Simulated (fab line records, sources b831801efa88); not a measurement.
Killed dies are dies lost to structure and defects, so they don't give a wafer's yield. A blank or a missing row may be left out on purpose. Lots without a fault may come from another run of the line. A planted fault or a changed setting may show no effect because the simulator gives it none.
Which tool did it? | flow sfq_line | 6 lots, 18 wafers sampled, at 2 steps of a route of 325

WHAT THE GAUGES READ, wafer by wafer
SFQ_M3_RS_MEAS_919: measures by four-point-probe.
lot  | measured     | on            | M3_NB_RS (ohm/sq)
L586 | day 23 09:07 | film_metro-01 | 0.900 0.884 0.899
L590 | day 25 11:38 | film_metro-01 | 0.892 0.893 0.884
L592 | day 26 06:55 | film_metro-04 | 0.892 0.886 0.892
L596 | day 28 05:09 | film_metro-01 | 0.877 0.876 0.875
L605 | day 31 22:56 | film_metro-02 | 0.894 0.899 0.591
L607 | day 32 20:21 | film_metro-01 | 0.901 0.896 0.904

WHICH TOOL RAN EACH LOT (tool, then ch and the chambers of the sampled wafers, then the start)
lot  | SFQ_TRILAYER_M3_DEP_SPUTTER_073
L586 | pvd_sputter-03, day 23 09:02
L590 | pvd_sputter-03, day 25 11:32
L592 | pvd_sputter-03, day 26 06:49
L596 | pvd_sputter-06, day 28 05:02
L605 | pvd_sputter-03, day 31 22:51
L607 | pvd_sputter-04, day 32 20:16
- SFQ_TRILAYER_M3_DEP_SPUTTER_073: material Nb, target thk 200 nm, time 133.3 s.

THE ANSWER, worked out from the rows above alone
Rule: what is usual is taken from the lots themselves. Put in order of their means at a reading, lots are off if they are a third of the lots or fewer, leave a main group of 4 or more, and stand apart from it by a gap of 3 or more times the standard deviation of the main group's means; of several such gaps the widest counts. A main group whose means are all the same, to the digits that the tables above print for the reading, isn't used. A lot without any number at a reading at which 4 lots or more have one is off too. The other lots that the step has rows for count as sound.
Off: L605, at SFQ_M3_RS_MEAS_919 (M3_NB_RS). The main group: mean 0.890 ohm/sq, standard deviation 0.008.
A tool fits if, at a process step before that reading, it ran every lot that is off, and no sound lot after the first of them. The gauges at SFQ_M3_RS_MEAS_919 are tried like those tools. Can't be told from this: 2 tools fit, pvd_sputter-03 at SFQ_TRILAYER_M3_DEP_SPUTTER_073, film_metro-02 at SFQ_M3_RS_MEAS_919.

WHAT THE SIMULATOR HAD PUT IN
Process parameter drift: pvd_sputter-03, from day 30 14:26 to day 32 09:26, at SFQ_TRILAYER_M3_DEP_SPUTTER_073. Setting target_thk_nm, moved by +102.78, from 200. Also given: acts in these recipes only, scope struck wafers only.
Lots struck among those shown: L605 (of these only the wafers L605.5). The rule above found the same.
